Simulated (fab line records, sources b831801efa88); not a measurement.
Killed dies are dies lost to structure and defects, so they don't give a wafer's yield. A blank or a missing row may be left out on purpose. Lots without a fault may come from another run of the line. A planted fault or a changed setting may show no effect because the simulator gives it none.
fab line records | flow sky130
record lots=13 wafers=39 last_day=50
route steps=708 shown FIELD_ISO@14 PWDE@53 CONTACT@409
lots that met no fault: from a run of the same line without faults
start_h: hours from the record's first day to the start of the lot's first wafer shown | wait_h: hours since the lot's step before | " the same as in the row above | L1.1+2: a row that stands for several wafers | - no value, or no start given | * or withheld: withheld | < > ~ a bound
route shown NAME@n: a module of which the file shows steps, and the number in the route of the first | usual: mean/standard deviation of fault-free wafers | same: alike in all rows | chamber/n: place in a boat | sites: the reading at each site | _std_site: their standard deviation | _edge_site: outer sites' mean less inner sites' | radius_mm: how far each site lies from the wafer's centre | mask NAME#n: copy n | behind: the tool/chamber that last shaped the wafer | hold: why the lot was held/for how many hours/how that ended | device: the transistor (n, p or np) that didn't switch | end of line: the same wafers' tests at the end of the route | a step without rows: its recipe alone | killed: dies lost to structure and defects at the first sort, not the wafer's yield | map: a wafer's dies, x killed, . not, _ none there
set.NAME: the setting as run; set.NAME@STEP: as run at that earlier step | model.NAME: the simulator's own value behind a step, which no gauge read
steps of the route over a sample of lots; a table a step, a row a wafer
services: from which hour (start_h, from the record's first day; less than 0 if before it) a tool's chamber was out of use, for how many hours, and why
## steps
# step SKY_FIELD_ISO_CD_MEAS_13
# recipe target_cd_nm=150
# usual cd_nm=150.2/1.2
# columns lot.wafer tool chamber start_h wait_h cd_nm
L398.3 cd_sem-02 - 29.43 - 148.8
L398.4 " - " " 150.7
L398.6 " - " " 151.1
L400.4 cd_sem-01 - 40.40 - 148.9
L400.5 " - " " 149.1
L400.6 " - " " 149.3
L401.1 cd_sem-01 - 44.68 - 148.9
L401.2 " - " " 149.6
L401.4 " - " " 149.1
L403.1 cd_sem-02 - 54.98 - 149.9
L403.2 " - " " 150.2
L403.5 " - " " 150.2
L405.1 cd_sem-01 - 66.43 - 148.7
L405.2 " - " " 149.1
L405.3 " - " " 151.3
L407.1 cd_sem-01 - 74.89 - 150.8
L407.2 " - " " 152.1
L407.6 " - " " 152.4
L408.2 cd_sem-01 - 81.18 - 150.1
L408.5 " - " " 149.2
L408.6 " - " " 150.0
L409.1 cd_sem-01 - 86.29 - 149.3
L409.2 " - " " 150.0
L409.4 " - " " 150.3
L410.2 cd_sem-02 - 90.00 - 152.1
L410.3 " - " " 151.5
L410.6 " - " " 152.0
L413.1 cd_sem-02 - 106.74 - 149.7
L413.2 " - " " 148.9
L413.4 " - " " 150.5
L415.1 cd_sem-02 - 117.09 - 151.4
L415.4 " - " " 150.8
L415.6 " - " " 150.4
L417.3 cd_sem-02 - 128.23 - 150.5
L417.5 " - " " 150.0
L417.6 " - " " 150.8
L418.1 cd_sem-02 - 132.58 - 150.0
L418.2 " - " " 148.8
L418.5 " - " " 149.8
# step SKY_PWDE_IMPLANT_08
# recipe species=B energy_kev=150 dose_cm2=3.6e+12 tilt_deg=withheld
# usual dose_ions_cm2=3.6e+12/4e+09
# columns lot.wafer tool chamber start_h wait_h dose_ions_cm2
L398.3 implanter-01 0 69.53 0.1 3.599e+12
L398.4 " 0 " " 3.603e+12
L398.6 " 0 " " 3.599e+12
L400.4 implanter-04 0 82.87 0.1 3.595e+12
L400.5 " 0 " " 3.592e+12
L400.6 " 0 " " 3.592e+12
L401.1 implanter-04 0 86.31 0.0 3.595e+12
L401.2 " 0 " " 3.598e+12
L401.4 " 0 " " 3.597e+12
L403.1 implanter-01 0 96.86 0.0 3.601e+12
L403.2 " 0 " " 3.604e+12
L403.5 " 0 " " 3.604e+12
L405.1 implanter-04 0 107.50 0.0 3.596e+12
L405.2 " 0 " " 3.6e+12
L405.3 " 0 " " 3.604e+12
L407.1 implanter-04 0 119.80 0.0 3.606e+12
L407.2 " 0 " " 3.6e+12
L407.6 " 0 " " 3.599e+12
L408.2 implanter-04 0 125.22 0.0 3.595e+12
L408.5 " 0 " " 3.603e+12
L408.6 " 0 " " 3.606e+12
L409.1 implanter-04 0 130.65 0.0 3.603e+12
L409.2 " 0 " " 3.597e+12
L409.4 " 0 " " 3.592e+12
L410.2 implanter-04 0 135.49 0.0 3.604e+12
L410.3 " 0 " " 3.606e+12
L410.6 " 0 " " 3.601e+12
L413.1 implanter-01 0 151.46 0.0 3.6e+12
L413.2 " 0 " " 3.604e+12
L413.4 " 0 " " 3.602e+12
L415.1 implanter-01 0 164.86 0.0 3.508e+12
L415.4 " 0 " " 3.505e+12
L415.6 " 0 " " 3.501e+12
L417.3 implanter-01 0 176.36 0.1 3.503e+12
L417.5 " 0 " " 3.501e+12
L417.6 " 0 " " 3.5e+12
L418.1 implanter-04 0 183.53 0.0 3.604e+12
L418.2 " 0 " " 3.606e+12
L418.5 " 0 " " 3.604e+12
# step SKY_NWELL_RS_MEAS_31
# recipe thk_meas_gauge=four-point-probe
# usual PWDE_RS=5280/17
# columns lot.wafer tool chamber start_h wait_h PWDE_RS[ohm/sq]
L398.3 film_metro-03 - 104.41 0.1 5267
L398.4 " - " " 5273
L398.6 " - " " 5279
L400.4 film_metro-02 - 119.99 0.1 5265
L400.5 " - " " 5281
L400.6 " - " " 5245
L401.1 film_metro-03 - 123.43 0.1 5286
L401.2 " - " " 5262
L401.4 " - " " 5283
L403.1 film_metro-04 - 133.67 0.1 5275
L403.2 " - " " 5310
L403.5 " - " " 5310
L405.1 film_metro-04 - 146.06 0.1 5289
L405.2 " - " " 5292
L405.3 " - " " 5279
L407.1 film_metro-04 - 159.35 0.1 5265
L407.2 " - " " 5255
L407.6 " - " " 5261
L408.2 film_metro-04 - 165.79 0.1 5302
L408.5 " - " " 5263
L408.6 " - " " 5291
L409.1 film_metro-03 - 170.06 0.1 5281
L409.2 " - " " 5265
L409.4 " - " " 5262
L410.2 film_metro-04 - 175.32 0.1 5287
L410.3 " - " " 5260
L410.6 " - " " 5276
L413.1 film_metro-03 - 191.71 0.1 5294
L413.2 " - " " 5292
L413.4 " - " " 5294
L415.1 film_metro-03 - 207.16 0.1 5416
L415.4 " - " " 5415
L415.6 " - " " 5403
L417.3 film_metro-03 - 219.26 0.1 5393
L417.5 " - " " 5368
L417.6 " - " " 5396
L418.1 film_metro-03 - 228.26 0.1 5295
L418.2 " - " " 5274
L418.5 " - " " 5272
# step SKY_CONTACT_THK_MEAS_03
# recipe reads=SiO2_of_CONTACT_HDPCVD_02
# usual CONTACT_HDPCVD_THK=565/8.2
# columns lot.wafer tool chamber start_h wait_h CONTACT_HDPCVD_THK[nm]
L398.3 film_metro-03 - 713.93 0.1 570
L398.4 " - " " 572
L398.6 " - " " 572
L400.4 film_metro-02 - 724.89 0.0 564
L400.5 " - " " 574
L400.6 " - " " 566
L401.1 film_metro-02 - 728.69 0.1 573
L401.2 " - " " 567
L401.4 " - " " 570
L403.1 film_metro-03 - 760.58 0.1 584
L403.2 " - " " 569
L403.5 " - " " 575
L405.1 film_metro-02 - 760.94 0.0 563
L405.2 " - " " 549
L405.3 " - " " 568
L407.1 film_metro-01 - 784.05 0.0 572
L407.2 " - " " 569
L407.6 " - " " 564
L408.2 film_metro-02 - 784.12 0.0 565
L408.5 " - " " 571
L408.6 " - " " 565
L410.2 film_metro-03 - 804.58 0.0 564
L410.3 " - " " 569
L410.6 " - " " 571
L409.1 film_metro-02 - 807.16 0.0 563
L409.2 " - " " 549
L409.4 " - " " 563
L413.1 film_metro-02 - 836.92 0.0 560
L413.2 " - " " 543
L413.4 " - " " 562
L415.1 film_metro-02 - 859.76 0.0 567
L415.4 " - " " 559
L415.6 " - " " 567
L417.3 film_metro-02 - 861.93 0.1 573
L417.5 " - " " 556
L417.6 " - " " 576
L418.1 film_metro-01 - 864.55 0.1 565
L418.2 " - " " 547
L418.5 " - " " 556
# step SKY_CONTACT_CD_MEAS_14
# recipe target_cd_nm=170
# usual cd_nm=170.3/1.2
# columns lot.wafer tool chamber start_h wait_h cd_nm
L398.3 cd_sem-02 - 741.93 - 171.3
L398.4 " - " " 171.8
L398.6 " - " " 172.2
L400.4 cd_sem-01 - 752.45 - 168.6
L400.5 " - " " 171.5
L400.6 " - " " 169.0
L401.1 cd_sem-01 - 756.56 - 169.9
L401.2 " - " " 169.3
L401.4 " - " " 169.0
L403.1 cd_sem-01 - 787.91 - 168.9
L403.2 " - " " 167.7
L403.5 " - " " 168.5
L405.1 cd_sem-02 - 788.74 - 170.8
L405.2 " - " " 171.7
L405.3 " - " " 172.0
L407.1 cd_sem-01 - 833.50 - 170.0
L407.2 " - " " 170.9
L407.6 " - " " 170.6
L408.2 cd_sem-01 - 833.64 - 171.0
L408.5 " - " " 171.3
L408.6 " - " " 170.8
L410.2 cd_sem-01 - 839.16 - 171.5
L410.3 " - " " 172.2
L410.6 " - " " 172.6
L409.1 cd_sem-01 - 839.74 - 169.5
L409.2 " - " " 171.1
L409.4 " - " " 169.7
L413.1 cd_sem-01 - 858.29 - 169.3
L413.2 " - " " 170.6
L413.4 " - " " 170.3
L415.1 cd_sem-02 - 884.36 - 171.9
L415.4 " - " " 170.5
L415.6 " - " " 172.0
L417.3 cd_sem-01 - 887.43 - 170.4
L417.5 " - " " 170.5
L417.6 " - " " 171.8
L418.1 cd_sem-01 - 889.66 - 170.2
L418.2 " - " " 170.8
L418.5 " - " " 170.9
## services
# columns tool chamber start_h hours kind
implanter-01 - 101.34 0.6 repair
implanter-04 - 142.60 3.8 pm
implanter-04 - 164.35 8.1 repair
## key
first_sign step=SKY_PWDE_IMPLANT_08 reading=dose_ions_cm2 direction=down sigmas=24 usual=* struck=*
effect step=SKY_NWELL_RS_MEAS_31 reading=PWDE_RS direction=up sigmas=6.8 usual=5280 struck=5398
met_at SKY_PWDE_IMPLANT_08
struck_lots L415,L417
tester_left_out L415,L417
not_acting_at SKY_FIELD_ISO_CD_MEAS_13,SKY_CONTACT_THK_MEAS_03,SKY_CONTACT_CD_MEAS_14
onset_between 151.46 164.86
fault kind=process_parameter_drift tool=implanter-01 chamber=- onset_h=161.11 steps=SKY_PWDE_IMPLANT_08 channel=dose_cm2 offset=* shape=step end_h=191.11 acts_in=* stated=*
# tester_left_out: of these lots the tester's yield and bins aren't shown, on N5 and GAA mostly nor the transistor test; their killed dies are dies lost to structure and defects alone, not to doping, threshold or leakage, so they don't give the yield
